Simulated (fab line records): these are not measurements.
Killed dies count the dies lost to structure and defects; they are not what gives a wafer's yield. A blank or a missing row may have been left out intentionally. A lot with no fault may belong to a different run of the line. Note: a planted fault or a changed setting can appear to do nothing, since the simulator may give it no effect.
Check for tools in common ; flow gf180mcu ; Sample size 13 lots and 39 wafers

== REASON IT WAS OPENED ==
2 of 13 lots carry a flag on the reading HV_LDD_TW at GF_HV_LDD_TW_MEAS_11. Wafers without a fault read 2395, standard deviation 22.
Rule: a lot is flagged in two cases, either no wafer of it has a number, or all its wafers with numbers fall more than 4 standard deviations from that mean. All remaining lots are regarded as sound.

lot;measured;on;HV_LDD_TW, wafer by wafer;flag
L533;day 10 05:57;film_metro-04;2406 2403 2410;
L535;day 10 13:10;film_metro-04;2401 2394 2397;
L536;day 11 04:33;film_metro-02;2381 2370 2364;
L537;day 11 14:10;film_metro-04;2391 2393 2397;
L538;day 11 20:08;film_metro-01;1207 1220 1218;FLAGGED
L540;day 12 05:08;film_metro-02;1229 1248 1236;FLAGGED
L539;day 12 06:28;film_metro-02;2370 2371 2377;
L545;day 13 15:25;film_metro-04;2392 2398 2384;
L547;day 14 04:46;film_metro-01;2425 2417 2433;
L548;day 14 17:09;film_metro-02;2371 2369 2363;
L550;day 15 08:22;film_metro-04;2389 2395 2397;
L551;day 15 11:28;film_metro-01;2431 2446 2427;
L553;day 16 04:18;film_metro-02;2377 2387 2367;
The mean of the flagged lots' numbers is 1226, -1169 from the usual (-53 standard deviations).

== LOT BY LOT: THE TOOL USED ==
The record holds 1 process step before the reading, out of a route of 602 steps. Each cell gives the tool, then ch followed by the chambers the sampled wafers passed through, then the start.
lot;flag;GF_HV_LDD_IMPLANT_09
L533;;implanter-02 ch 0, day 10 05:42
L535;;implanter-01 ch 0, day 10 12:57
L536;;implanter-01 ch 0, day 11 04:18
L537;;implanter-01 ch 0, day 11 13:56
L538;FLAGGED;implanter-01 ch 0, day 11 19:53
L540;FLAGGED;implanter-01 ch 0, day 12 04:53
L539;;implanter-02 ch 0, day 12 06:14
L545;;implanter-04 ch 0, day 13 15:12
L547;;implanter-04 ch 0, day 14 04:32
L548;;implanter-01 ch 0, day 14 16:54
L550;;implanter-01 ch 0, day 15 08:09
L551;;implanter-02 ch 0, day 15 11:15
L553;;implanter-04 ch 0, day 16 04:03
What these steps do:
- GF_HV_LDD_IMPLANT_09
- GF_HV_LDD_TW_MEAS_11

== FLAGGED OVER TOTAL, TOOL BY TOOL (the gauges that took the reading come last) ==
step;tool;lots run;flagged;share of the flagged lots;sound lots run after its first flagged lot
GF_HV_LDD_IMPLANT_09;implanter-01;7;2;all;2 (L548,L550)
GF_HV_LDD_IMPLANT_09;implanter-02;3;0;none;-
GF_HV_LDD_IMPLANT_09;implanter-04;3;0;none;-
GF_HV_LDD_TW_MEAS_11;film_metro-01;3;1;some;2 (L547,L551)
GF_HV_LDD_TW_MEAS_11;film_metro-02;5;1;some;3 (L539,L548,L553)
GF_HV_LDD_TW_MEAS_11;film_metro-04;5;0;none;-

== THE TABLE: WHAT IT ALLOWS ==
In the table, 1 row covers all flagged lots: implanter-01 at GF_HV_LDD_IMPLANT_09.
- implanter-01 at GF_HV_LDD_IMPLANT_09: 2 of its 7 lots flagged. Sound lots followed the first flagged one (L548, L550) on it, something a lasting fault affecting the whole tool could not allow. Its own readings lie more than 4 standard deviations out on every wafer of the flagged lots: dose_ions_cm2, faraday_current_uA.
None of the table's rows ran every flagged lot and, after the first, no sound lot.

== WHAT THE SIMULATOR HAD PUT IN ==
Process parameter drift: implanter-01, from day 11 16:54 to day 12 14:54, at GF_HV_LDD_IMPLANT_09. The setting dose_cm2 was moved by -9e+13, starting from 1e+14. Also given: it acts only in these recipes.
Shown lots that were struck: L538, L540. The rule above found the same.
